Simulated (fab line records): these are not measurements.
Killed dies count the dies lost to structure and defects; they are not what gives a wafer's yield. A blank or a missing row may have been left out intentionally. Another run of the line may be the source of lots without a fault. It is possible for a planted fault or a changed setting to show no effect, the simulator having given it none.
The tool behind it: which one?	flow sky130	36 wafers from 12 lots sampled at 4 of the route's 708 steps

WHAT THE GAUGES READ, wafer by wafer
SKY_LDD_N_OVL_MEAS_07.
lot	measured	on	LDD_N_OVL (nm)
L454	day 18 15:36	overlay-02	-0.3 0.5 -1.8
L455	day 19 02:37	overlay-02	0.3 3.3 0.3
L456	day 19 07:52	overlay-02	-2.8 -2.6 -3.5
L458	day 20 02:09	overlay-01	0.6 -1.4 -1.9
L460	day 20 13:47	overlay-01	0.8 1.1 1.4
L463	day 21 18:14	overlay-01	-1.5 1.1 0.5
L464	day 22 02:28	overlay-02	1.4 -0.8 -0.8
L468	day 23 11:11	overlay-01	-0.5 -0.1 -1.3
L472	day 25 02:38	overlay-01	-0.1 -2.6 -0.7
L473	day 25 10:38	overlay-02	0.1 0.0 1.6
L474	day 25 13:17	overlay-02	-2.8 0.1 0.5
L475	day 25 17:57	overlay-01	-0.3 -0.1 0.0

SKY_LDD_LDN_TW_MEAS_13.
lot	measured	on	LDD_LDN_TW
L454	day 23 19:52	film_metro-03	1462 1470 1468
L455	day 24 06:35	film_metro-02	1487 1489 1498
L456	day 24 12:08	film_metro-03	1463 1470 1470
L458	day 25 06:38	film_metro-02	1483 1492 1480
L460	day 25 16:14	film_metro-04	1480 1479 1483
L463	day 26 21:08	film_metro-03	1473 1483 1466
L464	day 27 04:26	film_metro-04	1485 1491 1476
L468	day 28 10:31	film_metro-02	1501 1485 1486
L472	day 29 23:26	film_metro-03	1516 1516 1514
L473	day 30 06:46	film_metro-03	1473 1471 1471
L474	day 30 09:16	film_metro-02	1485 1475 1468
L475	day 30 14:29	film_metro-04	1531 1526 1516

SKY_POLY_CUT_CD_MEAS_08: the cd target is 270 nm.
lot	measured	on	cd_nm (nm)
L454	day 25 03:44	cd_sem-02	270.7 271.9 271.8
L455	day 25 14:51	cd_sem-01	271.8 270.9 270.4
L456	day 25 19:13	cd_sem-01	267.0 267.1 268.5
L458	day 26 15:57	cd_sem-02	269.6 271.1 270.6
L460	day 27 00:10	cd_sem-01	269.2 267.6 269.6
L463	day 28 04:27	cd_sem-02	269.9 269.0 267.6
L464	day 28 13:34	cd_sem-02	270.2 271.0 270.0
L468	day 29 15:32	cd_sem-02	268.8 266.9 269.0
L472	day 31 04:35	cd_sem-01	267.1 267.7 266.9
L473	day 31 12:38	cd_sem-02	271.9 270.7 272.4
L474	day 31 13:53	cd_sem-02	269.9 269.2 269.3
L475	day 31 19:30	cd_sem-02	268.3 268.6 268.2

WHICH TOOL RAN EACH LOT (tool, then ch and the chambers of the sampled wafers, then the start)
lot	SKY_LDD_LDN_IMPLANT_08
L454	implanter-03 ch 0, day 23 19:10
L455	implanter-03 ch 0, day 24 05:55
L456	implanter-02 ch 0, day 24 11:28
L458	implanter-03 ch 0, day 25 05:58
L460	implanter-03 ch 0, day 25 15:34
L463	implanter-02 ch 0, day 26 20:27
L464	implanter-01 ch 0, day 27 03:46
L468	implanter-02 ch 0, day 28 09:49
L472	implanter-02 ch 0, day 29 22:44
L473	implanter-03 ch 0, day 30 06:04
L474	implanter-03 ch 0, day 30 08:34
L475	implanter-02 ch 0, day 30 13:49
- SKY_LDD_LDN_IMPLANT_08

WHAT THE TOOLS THEMSELVES READ (means of the sampled wafers that have a number; where no wafer has one, the mark that the record gives instead)
SKY_LDD_LDN_IMPLANT_08.
lot	tool	beam_energy_keV	rotation_deg (degrees)
L454	implanter-03	15.004	22.985
L455	implanter-03	15.003	22.970
L456	implanter-02	14.997	23.007
L458	implanter-03	14.992	22.998
L460	implanter-03	15.002	23.014
L463	implanter-02	15.001	23.022
L464	implanter-01	15.001	23.036
L468	implanter-02	14.997	22.988
L472	implanter-02	21.133	23.021
L473	implanter-03	14.999	22.985
L474	implanter-03	14.998	22.978
L475	implanter-02	21.137	23.005

THE ANSWER, worked out from the rows above alone
Rule: the lots themselves supply what counts as usual. The widest of any qualifying gaps counts: lots, ordered by their means at a reading, are off when they make up no more than a third of the lots, leave a main group of 4 or more, and stand apart from it by 3 or more times the standard deviation of that group's means. If all means in a main group match to the digits the tables above print for the reading, that group is not used. A lot without any number at a reading at which 4 lots or more have one is off too. Any other lot the step has rows for is counted as sound. Order of review: gauges by route order, followed by the tools' own readings, for which a lot's mean as printed above is used. The first step at which some lot is off is used, and at that step the reading that is off furthest; a lot without a number counts as furthest.
Off at SKY_LDD_LDN_IMPLANT_08 (beam_energy_keV): L472, L475. Main group: mean 14.999, sd 0.0034.
If a tool, at that step or one of the process steps before it, ran each lot that is off and ran no sound lot following the first of them, it fits. One fits: implanter-02 at SKY_LDD_LDN_IMPLANT_08. Its last sound lot is L468 (day 28 09:49), its first lot that is off L472 (day 29 22:44): a fault that began between those two fits.
The tool's own readings at SKY_LDD_LDN_IMPLANT_08 bear it out: on the lots that are off they differ by more than 5 times the standard deviation of the sound lots' means. beam_energy_keV reads 21.135 there against 14.999 on the sound lots.

WHAT WAS PUT IN BY THE SIMULATOR
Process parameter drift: implanter-02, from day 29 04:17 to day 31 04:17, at SKY_LDD_LDN_IMPLANT_08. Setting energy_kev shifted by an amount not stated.
Shown lots that were struck: L472, L475. This agrees with what the rule above found.
